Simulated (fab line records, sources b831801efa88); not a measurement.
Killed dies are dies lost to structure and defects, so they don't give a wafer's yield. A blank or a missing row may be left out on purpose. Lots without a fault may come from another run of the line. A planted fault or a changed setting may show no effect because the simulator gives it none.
fab line records | flow sky130
record lots=7 wafers=18 last_day=50
route steps=708 shown VIA1@473 METAL2@483
lots that met no fault: from a run of the same line without faults
start_h: hours from the record's first day to the start of the lot's first wafer shown | wait_h: hours since the lot's step before | " the same as in the row above | L1.1+2: a row that stands for several wafers | - no value, or no start given | * or withheld: withheld | < > ~ a bound
route shown NAME@n: a module of which the file shows steps, and the number in the route of the first | usual: mean/standard deviation of fault-free wafers | same: alike in all rows | chamber/n: place in a boat | sites: the reading at each site | _std_site: their standard deviation | _edge_site: outer sites' mean less inner sites' | radius_mm: how far each site lies from the wafer's centre | mask NAME#n: copy n | behind: the tool/chamber that last shaped the wafer | hold: why the lot was held/for how many hours/how that ended | device: the transistor (n, p or np) that didn't switch | end of line: the same wafers' tests at the end of the route | a step without rows: its recipe alone | killed: dies lost to structure and defects at the first sort, not the wafer's yield | map: a wafer's dies, x killed, . not, _ none there
set.NAME: the setting as run; set.NAME@STEP: as run at that earlier step | model.NAME: the simulator's own value behind a step, which no gauge read
lots at some steps of the route; a table a step, a row a wafer
services: from which hour (start_h, from the record's first day; less than 0 if before it) a tool's chamber was out of use, for how many hours, and why
## steps
# step SKY_VIA1_ETCH_15
# recipe target=SiO2 chemistry=C4F8/O2/Ar target_depth_nm=351 stop_on=TiN mask_material=KrF-thick source_w=1500 bias_w=1200 pressure_mtorr=40 c4f8_flow_sccm=withheld O2_flow_sccm=6 Ar_flow_sccm=300 time_s=54
# step SKY_VIA1_STRIP_16
# recipe chemistry=O2/N2 power_w=1400 pressure_mtorr=1500 platen_temp_c=withheld o2_flow_sccm=3000 n2_flow_sccm=300 overash_fraction=0.5
# usual drypump_motor_current_A=5.3/0.34 o2_flow_sccm=3000/7.9 oes_product_au=0.415/0.0046 strip_time_to_endpoint_s=4.447/0.025
# columns lot.wafer tool chamber start_h wait_h drypump_motor_current_A o2_flow_sccm oes_product_au rf_hours_counter_h strip_time_to_endpoint_s
L594.1 plasma_asher-03 1 801.76 0.0 5.2 3001 0.411 34 4.471
L594.5 " 0 " " 5.4 2992 0.419 - 4.472
L594.6 " 1 " " 5.2 3011 0.413 - 4.454
L595.2 plasma_asher-03 0 812.76 0.0 5.4 2998 0.409 35 4.444
L595.4 " 1 " " 5.2 3012 0.411 - 4.464
L595.6 " 1 " " 5.2 2997 0.428 - 4.444
L603.1 plasma_asher-03 0 883.06 0.0 5.4 2994 0.412 43 4.491
L603.2 " 1 " " 5.2 3012 0.418 43 4.409
L604.2 plasma_asher-03 0 886.45 0.0 5.4 2998 0.415 43 4.459
L604.6 " 0 " " 5.4 3004 0.409 - 4.438
L606.5 plasma_asher-01 1 899.52 0.1 4.6 3021 0.420 - 4.458
L606.6 " 0 " " 5.9 3003 0.422 - 4.443
L612.1 plasma_asher-03 1 945.96 0.0 5.2 2992 0.416 49 4.429
L612.3 " 1 " " 5.2 2995 0.415 - 4.449
L612.5 " 0 " " 5.4 2986 0.413 - 4.426
L614.2 plasma_asher-03 0 968.25 0.0 5.4 2997 0.415 51 4.456
L614.3 " 0 " " 5.4 3000 0.411 - 4.452
L614.6 " 1 " " 5.2 3007 0.410 - 4.464
# step SKY_VIA1_STRIP_17
# recipe chemistry=post_etch_residue_remover time_s=1200 temp_c=72.5
# step SKY_VIA1_CLEAN_18
# recipe chemistry=IPA time_s=180 temp_c=25
# step SKY_VIA1_CLEAN_19
# recipe chemistry=O3/DIW dry=n2_spin
# step SKY_VIA1_SPUTTER_20
# recipe material=TiN target_thk_nm=20 chamber_pressure_pa=5 power_w=4000 time_s=80
# step SKY_VIA1_CVD_21
# recipe material=W target_thk_nm=270 time_s=80.902 temp_c=400 pressure_torr=40
# step SKY_VIA1_RS_MEAS_22
# recipe thk_meas_gauge=four-point-probe reads=W_of_VIA1_CVD_21+TiN_of_VIA1_SPUTTER_20
# usual VIA1_W_RS=0.424/0.0094
# columns lot.wafer tool chamber start_h wait_h VIA1_W_RS[ohm/sq]
L594.1 film_metro-04 - 802.51 0.1 0.423
L594.5 " - " " 0.433
L594.6 " - " " 0.425
L595.2 film_metro-03 - 813.53 0.1 0.433
L595.4 " - " " 0.418
L595.6 " - " " 0.425
L603.1 film_metro-02 - 883.83 0.1 0.433
L603.2 " - " " 0.423
L604.2 film_metro-04 - 887.28 0.1 0.428
L604.6 " - " " 0.420
L606.5 film_metro-02 - 900.32 0.1 0.437
L606.6 " - " " 0.408
L612.1 film_metro-02 - 946.73 0.1 0.410
L612.3 " - " " 0.409
L612.5 " - " " 0.416
L614.2 film_metro-04 - 969.05 0.1 0.426
L614.3 " - " " 0.424
L614.6 " - " " 0.426
# step SKY_VIA1_THK_MEAS_23
# recipe thk_meas_gauge=xrf reads=W_of_VIA1_CVD_21
# usual VIA1_W_THK=273/6.1
# columns lot.wafer tool chamber start_h wait_h VIA1_W_THK[nm]
L594.1 film_metro-04 - 802.63 0.1 271
L594.5 " - " " 265
L594.6 " - " " 271
L595.2 film_metro-03 - 813.64 0.1 268
L595.4 " - " " 276
L595.6 " - " " 271
L603.1 film_metro-02 - 883.95 0.1 271
L603.2 " - " " 274
L604.2 film_metro-04 - 887.39 0.1 270
L604.6 " - " " 275
L606.5 film_metro-02 - 900.40 0.1 267
L606.6 " - " " 286
L612.1 film_metro-02 - 946.85 0.1 284
L612.3 " - " " 284
L612.5 " - " " 279
L614.2 film_metro-04 - 969.16 0.1 272
L614.3 " - " " 272
L614.6 " - " " 273
# step SKY_VIA1_CMP_24
# recipe stop_on=SiO2 t_overpolish_s=15 down_force_psi=3.5 platen_rpm=60 target_thk_nm=0 pad_velocity_m_s=0.94248
# usual edge_zone_pressure_frac=1.000/0.0048 motor_current_A=11.1/1.7 overpolish_run_s=15.000/0.009 retaining_ring_pressure_frac=0.999/0.0049 time_to_endpoint_s=67/3.2
# columns lot.wafer tool chamber start_h wait_h edge_zone_pressure_frac motor_current_A overpolish_run_s retaining_ring_pressure_frac time_to_endpoint_s
L594.1 cmp-02 3 802.74 0.1 0.998 10.6 14.994 1.000 64
L594.5 " 2 " " 1.009 9.9 14.996 0.996 64
L594.6 " 3 " " 0.997 10.7 14.994 1.005 66
L595.4 cmp-02 1 813.69 0.0 0.988 8.5 14.993 0.999 70
L595.2 " 0 " " 0.995 11.4 15.000 1.001 67
L595.6 " 1 " " 0.988 9.2 15.007 1.002 70
L603.2 cmp-01 2 884.11 0.1 1.000 10.3 14.985 0.998 69
L603.1 " 3 " " 0.999 14.7 14.989 0.998 61
L604.2 cmp-01 3 887.54 0.1 0.995 13.4 14.991 1.001 65
L604.6 " 2 " " 0.998 10.0 15.009 1.001 70
L606.5 cmp-01 2 900.62 0.2 0.996 9.5 14.999 0.999 66
L606.6 " 3 " " 0.989 14.6 14.996 1.009 68
L612.1 cmp-01 2 947.13 0.3 0.998 10.0 14.991 1.004 69
L612.3 " 3 " " 1.007 14.2 15.004 0.995 70
L612.5 " 1 " " 0.996 10.6 15.010 0.995 65
L614.2 cmp-01 3 969.21 0.0 1.005 14.9 14.997 1.007 67
L614.3 " 1 " " 1.000 10.7 14.991 1.000 67
L614.6 " 3 " " 0.997 14.3 15.014 1.010 64
# step SKY_METAL2_SPUTTER_00
# recipe material=Ti target_thk_nm=15 power_w=3000 time_s=10 chamber_pressure_pa=0.4
# step SKY_METAL2_SPUTTER_01
# recipe material=TiN target_thk_nm=20 power_w=6500 time_s=16.7 chamber_pressure_pa=0.4
# usual throttle_valve_pct=29.5/1
# columns lot.wafer tool chamber start_h wait_h throttle_valve_pct
L594.1 pvd_sputter-04 - 803.01 0.0 28.8
L594.5 " - " " 29.7
L594.6 " - " " 30.7
L595.2 pvd_sputter-02 - 814.01 0.0 30.1
L595.4 " - " " 27.2
L595.6 " - " " 27.1
L603.1 pvd_sputter-02 - 884.33 0.0 30.2
L603.2 " - " " 29.9
L604.2 pvd_sputter-02 - 887.77 0.0 30.0
L604.6 " - " " 30.2
L606.5 pvd_sputter-02 - 900.76 0.0 28.4
L606.6 " - " " 30.0
L612.1 pvd_sputter-04 - 947.35 0.0 30.6
L612.3 " - " " 29.5
L612.5 " - " " 30.7
L614.2 pvd_sputter-04 - 969.53 0.0 29.2
L614.3 " - " " 29.1
L614.6 " - " " 30.8
# step SKY_METAL2_SPUTTER_02
# recipe material=AlCu target_thk_nm=250 power_w=10600 time_s=13.3 chamber_pressure_pa=0.4
# usual throttle_valve_pct=29.5/1
# columns lot.wafer tool chamber start_h wait_h throttle_valve_pct model.AlCu_of_METAL2_SPUTTER_02.thk_nm
L594.1 pvd_sputter-04 - 803.03 0.0 28.9 252.2
L594.5 " - " " 29.4 253.1
L594.6 " - " " 30.7 249.7
L595.2 pvd_sputter-02 - 814.03 0.0 30.3 252.5
L595.4 " - " " 26.8 257.5
L595.6 " - " " 27.2 255.4
L603.1 pvd_sputter-02 - 884.36 0.0 30.5 406.3
L603.2 " - " " 30.0 250.7
L604.2 pvd_sputter-02 - 887.79 0.0 30.2 251.1
L604.6 " - " " 30.4 409
L606.5 pvd_sputter-02 - 900.78 0.0 28.7 255.7
L606.6 " - " " 30.1 413.9
L612.1 pvd_sputter-04 - 947.38 0.0 30.4 246.1
L612.3 " - " " 29.3 253.1
L612.5 " - " " 30.7 248.8
L614.2 pvd_sputter-04 - 969.56 0.0 29.6 247.2
L614.3 " - " " 29.1 250.5
L614.6 " - " " 30.8 245.1
# step SKY_METAL2_SPUTTER_03
# recipe material=Ti target_thk_nm=5 power_w=3000 time_s=3.3 chamber_pressure_pa=0.4
# usual throttle_valve_pct=29.5/1
# columns lot.wafer tool chamber start_h wait_h throttle_valve_pct
L594.1 pvd_sputter-04 - 803.06 0.0 28.8
L594.5 " - " " 29.6
L594.6 " - " " 30.5
L595.2 pvd_sputter-02 - 814.06 0.0 30.4
L595.4 " - " " 26.9
L595.6 " - " " 27.2
L603.1 pvd_sputter-02 - 884.38 0.0 30.4
L603.2 " - " " 30.2
L604.2 pvd_sputter-02 - 887.82 0.0 30.0
L604.6 " - " " 30.4
L606.5 pvd_sputter-02 - 900.80 0.0 28.5
L606.6 " - " " 30.1
L612.1 pvd_sputter-04 - 947.40 0.0 30.7
L612.3 " - " " 29.4
L612.5 " - " " 30.6
L614.2 pvd_sputter-04 - 969.58 0.0 29.5
L614.3 " - " " 28.6
L614.6 " - " " 30.7
# step SKY_METAL2_SPUTTER_04
# recipe material=TiN target_thk_nm=70 power_w=6500 time_s=58.3 chamber_pressure_pa=0.4
# usual throttle_valve_pct=29.5/1
# columns lot.wafer tool chamber start_h wait_h throttle_valve_pct
L594.1 pvd_sputter-04 - 803.08 0.0 28.8
L594.5 " - " " 29.5
L594.6 " - " " 30.5
L595.2 pvd_sputter-02 - 814.08 0.0 30.4
L595.4 " - " " 27.1
L595.6 " - " " 26.9
L603.1 pvd_sputter-02 - 884.40 0.0 30.4
L603.2 " - " " 30.1
L604.2 pvd_sputter-02 - 887.83 0.0 30.2
L604.6 " - " " 30.2
L606.5 pvd_sputter-02 - 900.84 0.0 28.3
L606.6 " - " " 30.2
L612.1 pvd_sputter-04 - 947.42 0.0 30.5
L612.3 " - " " 29.4
L612.5 " - " " 30.6
L614.2 pvd_sputter-04 - 969.60 0.0 29.3
L614.3 " - " " 28.9
L614.6 " - " " 30.5
# step SKY_METAL2_RS_MEAS_05
# recipe thk_meas_gauge=four-point-probe reads=TiN_of_METAL2_SPUTTER_04+Ti_of_METAL2_SPUTTER_03+AlCu_of_METAL2_SPUTTER_02+TiN_of_METAL2_SPUTTER_01+Ti_of_METAL2_SPUTTER_00
# usual METAL2_ALCU_RS=0.1262/0.0015
# columns lot.wafer tool chamber start_h wait_h METAL2_ALCU_RS[ohm/sq]
L594.1 film_metro-01 - 803.12 0.0 0.1253
L594.5 " - " " 0.1250
L594.6 " - " " 0.1270
L595.2 film_metro-01 - 814.15 0.0 0.1250
L595.4 " - " " 0.1226
L595.6 " - " " 0.1238
L603.1 film_metro-01 - 884.45 0.0 0.0772
L603.2 " - " " 0.1263
L604.2 film_metro-03 - 887.90 0.0 0.1261
L604.6 " - " " 0.0765
L606.5 film_metro-01 - 900.94 0.1 0.1236
L606.6 " - " " 0.0758
L612.1 film_metro-03 - 947.47 0.0 0.1289
L612.3 " - " " 0.1251
L612.5 " - " " 0.1274
L614.2 film_metro-03 - 969.67 0.0 0.1283
L614.3 " - " " 0.1264
L614.6 " - " " 0.1295
# step SKY_METAL2_THK_MEAS_06
# recipe thk_meas_gauge=xrf reads=AlCu_of_METAL2_SPUTTER_02
# usual METAL2_ALCU_THK=254/3.1
# columns lot.wafer tool chamber start_h wait_h METAL2_ALCU_THK[nm]
L594.1 film_metro-01 - 803.24 0.1 256
L594.5 " - " " 257
L594.6 " - " " 254
L595.2 film_metro-01 - 814.26 0.1 257
L595.4 " - " " 260
L595.6 " - " " 259
L603.1 film_metro-01 - 884.57 0.1 412
L603.2 " - " " 255
L604.2 film_metro-03 - 888.01 0.1 254
L604.6 " - " " 415
L606.5 film_metro-01 - 901.02 0.1 263
L606.6 " - " " 419
L612.1 film_metro-03 - 947.59 0.1 250
L612.3 " - " " 257
L612.5 " - " " 254
L614.2 film_metro-03 - 969.78 0.1 248
L614.3 " - " " 252
L614.6 " - " " 249
# step SKY_METAL2_DEHYDRATE_07
# recipe temp_c=200 time_s=60
# step SKY_METAL2_HMDS_08
# recipe prime_time_s=60 prime_temp_c=120
# step SKY_METAL2_COAT_09
# recipe resist=BARC temp_c=withheld time_s=withheld spin_rpm=3000 resist_thk_nm=60
# step SKY_METAL2_COAT_10
# recipe resist=KrF-thick spin_rpm=3000 resist_thk_nm=450
# step SKY_METAL2_SOFTBAKE_11
# recipe temp_c=100 time_s=90 resist=KrF-thick
# step SKY_METAL2_EXPOSE_12
# recipe mask_id=MM2 na=0.8 source_shape=annular sigma_inner=0.55 sigma_outer=0.85 target_cd_nm=140 dose_mj=28
# step SKY_METAL2_PEB_13
# recipe peb_temp_c=withheld peb_time_s=withheld resist=KrF-thick
# step SKY_METAL2_DEVELOP_14
# recipe develop_time_s=60 resist=KrF-thick dev_temp_c=21
# step SKY_METAL2_CD_MEAS_15
# recipe target_cd_nm=140
# usual cd_nm=139.5/1.4
# columns lot.wafer tool chamber start_h wait_h cd_nm
L594.1 cd_sem-02 - 830.17 - 139.6
L594.5 " - " " 139.7
L594.6 " - " " 138.3
L595.2 cd_sem-01 - 840.83 - 138.5
L595.4 " - " " 137.0
L595.6 " - " " 138.6
L603.1 cd_sem-01 - 911.07 - 140.4
L603.2 " - " " 139.7
L604.2 cd_sem-01 - 913.74 - 141.4
L604.6 " - " " 140.8
L606.5 cd_sem-02 - 925.85 - 138.9
L606.6 " - " " 138.8
L612.1 cd_sem-02 - 972.42 - 141.2
L612.3 " - " " 142.0
L612.5 " - " " 141.5
L614.2 cd_sem-02 - 994.23 - 141.5
L614.3 " - " " 142.1
L614.6 " - " " 142.5
# step SKY_METAL2_OVL_MEAS_16
# usual METAL2_OVL=0/6.1
# columns lot.wafer tool chamber start_h wait_h METAL2_OVL[nm]
L594.1 overlay-01 - 830.29 0.1 2
L594.5 " - " " 0
L594.6 " - " " -14
L595.2 overlay-02 - 840.93 0.1 0
L595.4 " - " " -1
L595.6 " - " " 4
L603.1 overlay-01 - 911.19 0.1 -3
L603.2 " - " " 11
L604.2 overlay-02 - 913.84 0.1 -7
L604.6 " - " " -4
L606.5 overlay-01 - 925.91 0.0 -11
L606.6 " - " " -4
L612.1 overlay-02 - 972.54 0.1 12
L612.3 " - " " 11
L612.5 " - " " 10
L614.2 overlay-01 - 994.34 0.1 11
L614.3 " - " " -4
L614.6 " - " " 11
# step SKY_METAL2_DESCUM_17
# recipe chemistry=O2 source_power_w=150 bias_power_w=0 pressure_mtorr=10 temp_c=40 time_s=8
# step SKY_METAL2_ETCH_18
# recipe chemistry=N2/H2 target=BARC ion_energy_ev=200 bias_w=100 pressure_mtorr=30 n2_flow_sccm=100 h2_flow_sccm=200 icp_w=500 stop_on=SiO2 time_s=45.9 target_depth_a=600
# step SKY_METAL2_METAL_ETCH_19
# recipe target_depth_a=3600 stop_on=SiO2 over_etch_frac=0.3 time_s=78 chemistry=Cl2/BCl3 resist_sidewall_deg=88 pressure_mtorr=10 icp_w=900 bias_w=48.5 Cl2_flow_sccm=60 bcl3_flow_sccm=30
# usual drypump_motor_current_A=5.7/0.34 oes_product_au=0.856/0.006 rf_fwd_power_W=894/3.1 throttle_valve_pct=22.265/0.0094
# columns lot.wafer tool chamber start_h wait_h drypump_motor_current_A oes_product_au rf_fwd_power_W rf_hours_counter_h throttle_valve_pct
L594.1 rie_metal-03 0 830.42 0.0 5.5 0.858 897 12 22.254
L594.5 " 1 " " 6.3 0.853 887 - 22.259
L594.6 " 0 " " 5.5 0.857 899 - 22.271
L595.2 rie_metal-01 1 841.06 0.0 5.8 0.865 898 10 22.252
L595.4 " 0 " " 5.7 0.861 890 - 22.272
L595.6 " 0 " " 5.7 0.859 892 - 22.275
L603.1 rie_metal-03 1 911.32 0.0 6.3 0.993 894 7 22.277
L603.2 " 0 " " 5.5 0.855 892 16 22.290
L604.2 rie_metal-01 1 913.97 0.0 5.9 0.857 894 13 22.253
L604.6 " 1 " " 5.9 1.017 893 - 22.262
L606.5 rie_metal-03 0 926.08 0.1 5.5 0.871 893 - 22.275
L606.6 " 1 " " 6.3 0.996 895 - 22.250
L612.1 rie_metal-01 0 972.67 0.0 5.7 0.848 892 13 22.263
L612.3 " 0 " " 5.7 0.855 892 - 22.272
L612.5 " 1 " " 5.8 0.854 897 - 22.262
L614.2 rie_metal-04 1 994.46 0.0 5.2 0.847 896 12 22.246
L614.3 " 0 " " 5.5 0.856 892 - 22.277
L614.6 " 1 " " 5.2 0.851 892 - 22.274
# step SKY_METAL2_STRIP_20
# recipe chemistry=O2/N2 power_w=1400 pressure_mtorr=1500 platen_temp_c=withheld o2_flow_sccm=3000 n2_flow_sccm=300 overash_fraction=0.5
## services
# columns tool chamber start_h hours kind
cmp-02 - 788.36 1.5 repair
plasma_asher-03 - 788.75 2.1 repair
plasma_asher-03 - 790.91 9.2 repair
plasma_asher-01 - 805.76 2.8 pm
cmp-01 - 809.20 3.0 repair
plasma_asher-01 - 833.46 3.6 repair
rie_metal-04 - 842.63 0.7 repair
pvd_sputter-02 - 863.63 7.7 repair
rie_metal-04 0 882.02 5.4 repair
cmp-02 - 912.00 4.0 pm
cmp-02 - 916.00 - consumable_replace:conditioner
cmp-02 - 916.00 - consumable_replace:pad
cmp-02 - 944.91 4.8 repair
rie_metal-04 - 950.01 14.6 pm
cmp-02 - 974.45 3.7 pm
cmp-01 - 992.15 5.2 pm
## key
first_sign step=SKY_METAL2_RS_MEAS_05 reading=METAL2_ALCU_RS direction=down sigmas=34 usual=0.1262 struck=0.0765
effect step=SKY_METAL2_THK_MEAS_06 reading=METAL2_ALCU_THK direction=up sigmas=52 usual=254 struck=415
effect step=SKY_METAL2_METAL_ETCH_19 reading=oes_product_au direction=up sigmas=24 usual=0.856 struck=1.002
model_effect step=SKY_METAL2_SPUTTER_02 value=AlCu_of_METAL2_SPUTTER_02.thk_nm without=252.4 struck=409.7
met_at SKY_METAL2_SPUTTER_02
struck_wafers L603.1,L604.6,L606.6
later_rows_left_out L603.1,L604.6,L606.6
sort_left_out L603.1,L604.6,L606.6
onset_between 814.03 884.36
fault kind=process_parameter_drift tool=pvd_sputter-02 chamber=- onset_h=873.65 steps=SKY_METAL2_SPUTTER_02 channel=target_thk_nm offset=157.3 shape=step end_h=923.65 scope=struck_wafers_only acts_in=these_recipes_only stated=250
# sort_left_out: the simulated sort isn't trusted on such a fault, so these wafers' sort isn't shown, and their yield isn't known
# later_rows_left_out: the simulator's readings of these wafers behind a module that went badly wrong aren't trusted and aren't shown, but for the sort
